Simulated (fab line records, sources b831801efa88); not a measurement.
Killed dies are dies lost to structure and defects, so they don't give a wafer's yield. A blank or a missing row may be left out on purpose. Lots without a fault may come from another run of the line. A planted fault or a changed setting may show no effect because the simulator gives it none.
Problem report in the 8D (eight disciplines) form, filled by code | flow sky130 | the parts of the form that need people (team, actions taken, sign-off) are left out

1. THE PROBLEM
LI_CONTACT_HDPCVD_THK at SKY_LI_CONTACT_THK_MEAS_01 reads a mean of 1563 nm on 3 wafers of 3 lots; wafers without a fault read 926 nm with a standard deviation of 8.5. That is +75 standard deviations from the usual mean.
First seen on wafer L742.3, day 29 00:01, on film_metro-04. The record holds 38 wafers of 13 lots with a number at this step. Rule for "out", or "out of limits": more than 4 standard deviations from the usual mean. The other wafers with a number count as sound.

2. WHAT IT IS AND WHAT IT IS NOT
question                    | is                           | is not
which readings at this step | LI_CONTACT_HDPCVD_THK        | -
which lots                  | L742, L744, L745             | L739, L740, L741, L747, L754, L755, L756, L757, L760, L762
which wafers of those lots  | L742.3, L744.3, L745.5       | L742.1, L742.2, L744.1, L744.4, L745.2
read on which gauges        | film_metro-03, film_metro-04 | film_metro-01
when                        | from day 29 00:01            | up to then (8 sound wafers); but 27 sound wafers of L741, L744, L745, L747, L754, L755, L756, L757, L760, L762 came after

3. SUSPECTS, AND WHAT RULES EACH OUT
Counting: a tool at a process step up to the reading stays a suspect if it ran every lot that is out. Sound lots after the first of them don't rule it out here, since some wafers of a struck lot are sound.
- the gauge at SKY_LI_CONTACT_THK_MEAS_01: ruled out. The wafers that are out were read on 2 gauges (film_metro-03, film_metro-04).
- hdpcvd-01 at SKY_LI_CONTACT_HDPCVD_00 (deposits PSG, target thk 930 nm, time 155 s): kept. It ran every lot that is out, first L742 (day 28 23:55); its last sound lot up to then is L740 (day 28 19:40). Its own readings are out on those wafers: run_length_s.
Left after counting: hdpcvd-01 at SKY_LI_CONTACT_HDPCVD_00.

4. THE CAUSE (what the simulator had put in)
Process parameter drift: hdpcvd-01, from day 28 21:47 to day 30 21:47, at SKY_LI_CONTACT_HDPCVD_00. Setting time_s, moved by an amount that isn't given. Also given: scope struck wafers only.
Counting left only this tool.

5. THE CHAIN OF EFFECTS, in route order
Each row: a reading whose mean over the struck wafers that have a number lies more than 3 standard deviations from the usual. Only readings for which the record gives a usual standard deviation are gone through. hours: the time from each lot's start at the first step in this table that gives one to its start at this step, as a median over the lots. sigmas: the change in usual standard deviations.
hours | step                       | reading               | usual   | on struck wafers | change | sigmas
0     | SKY_LI_CONTACT_HDPCVD_00   | run_length_s          | 182.5 s | 289.4            | +106.9 | +99 or more
0     | SKY_LI_CONTACT_THK_MEAS_01 | LI_CONTACT_HDPCVD_THK | 926 nm  | 1563             | +637   | +75
0     | SKY_LI_CONTACT_CMP_02      | time_to_endpoint_s    | 30.3 s  | 91.4             | +61.1  | +21
The process steps in it:
- SKY_LI_CONTACT_HDPCVD_00: deposits PSG, target thk 930 nm, time 155 s.
- SKY_LI_CONTACT_CMP_02: polishes PSG.
Later measuring or inspecting steps at which every struck wafer that the step has a row for has a number for every such reading, and none has moved that far: SKY_LI_CONTACT_CD_MEAS_12, SKY_LI_CONTACT_OVL_MEAS_13.

6. WHAT WOULD HAVE CAUGHT IT SOONER
In this record the first reading out of limits at a measuring or inspecting step was taken at day 29 00:01, 2 hours after the fault began at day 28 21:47.
The tool's own readings at SKY_LI_CONTACT_HDPCVD_00 were out on every struck wafer that the step has a row for (run_length_s): an alarm limit on them would have fired on the first of those.
Of the lots that are out (3), L744, L745 began SKY_LI_CONTACT_HDPCVD_00 on hdpcvd-01 after day 29 00:01. A hold on the tool at that time would have spared those 2.
